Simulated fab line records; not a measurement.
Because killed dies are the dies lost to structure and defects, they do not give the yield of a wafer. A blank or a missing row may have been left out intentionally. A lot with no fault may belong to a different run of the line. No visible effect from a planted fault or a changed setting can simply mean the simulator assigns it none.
Matching of chambers :: flow sky130 :: SKY_CONTACT_CMP_27 on cmp-01: 4 sister chambers
The step polishes, stops on SiO2, t overpolish 15 s, target thk 0 nm. 8 wafers are shown with their chamber, then 12 later ones without.

WAFERS, EACH WITH ITS CHAMBER
wafer: L086.2
chamber: 1
motor current A (A): 10.3
overpolish run s (s): 14.992

wafer: L086.4
chamber: 0
motor current A (A): 12.8
overpolish run s (s): 15.000

wafer: L088.1
chamber: 2
motor current A (A): 10.1
overpolish run s (s): 15.004

wafer: L088.3
chamber: 3
motor current A (A): 9.2
overpolish run s (s): 15.001

wafer: L088.6
chamber: 0
motor current A (A): 12.9
overpolish run s (s): 14.990

wafer: L089.2
chamber: 2
motor current A (A): 10.3
overpolish run s (s): 15.012

wafer: L089.3
chamber: 3
motor current A (A): 9.4
overpolish run s (s): 14.988

wafer: L089.5
chamber: 1
motor current A (A): 10.1
overpolish run s (s): 14.990

WAFERS WITH NO CHAMBER GIVEN
wafer: L090.1
motor current A (A): 9.8
overpolish run s (s): 15.000

wafer: L090.3
motor current A (A): 9.9
overpolish run s (s): 15.008

wafer: L090.4
motor current A (A): 13.1
overpolish run s (s): 14.990

wafer: L095.1
motor current A (A): 9.8
overpolish run s (s): 15.005

wafer: L095.3
motor current A (A): 13.3
overpolish run s (s): 14.999

wafer: L095.6
motor current A (A): 9.6
overpolish run s (s): 15.000

wafer: L097.1
motor current A (A): 9.9
overpolish run s (s): 14.996

wafer: L097.2
motor current A (A): 12.8
overpolish run s (s): 14.993

wafer: L097.4
motor current A (A): 10.3
overpolish run s (s): 15.000

wafer: L096.1
motor current A (A): 9.4
overpolish run s (s): 15.002

wafer: L096.3
motor current A (A): 12.6
overpolish run s (s): 15.007

wafer: L096.4
motor current A (A): 10.5
overpolish run s (s): 15.008

CHAMBER TAKEN BY EACH
wafer: L090.1
from the rows above: can't be placed: 2 or 1 or 3
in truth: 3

wafer: L090.3
from the rows above: can't be placed: 2 or 1
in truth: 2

wafer: L090.4
from the rows above: 0
in truth: 0

wafer: L095.1
from the rows above: can't be placed: 2 or 1 or 3
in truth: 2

wafer: L095.3
from the rows above: 0
in truth: 0

wafer: L095.6
from the rows above: 3
in truth: 3

wafer: L097.1
from the rows above: can't be placed: 1 or 2
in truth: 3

wafer: L097.2
from the rows above: 0
in truth: 0

wafer: L097.4
from the rows above: can't be placed: 2 or 1
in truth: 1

wafer: L096.1
from the rows above: 3
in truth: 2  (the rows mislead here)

wafer: L096.3
from the rows above: 0
in truth: 0

wafer: L096.4
from the rows above: can't be placed: 2 or 1
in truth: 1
5 of 12 placed correctly. Cannot be placed on the basis of these rows: 6; the candidates contain the true chamber in 5. 1 placed wrongly.
How it was worked out, from the rows above alone: a wafer's distance from a chamber is the root of the sum, over the readings, of the square of ((its reading less the chamber's mean) divided by the reading's scatter). The wafer belongs to the nearest chamber; if the next one is less than 2 further off, it can't be placed. For every chamber, the mean is computed from those of its wafers that are shown. The scatter: the root of (the sum of the squares of (reading less its chamber's mean) over the shown wafers, divided by (wafers less chambers)).
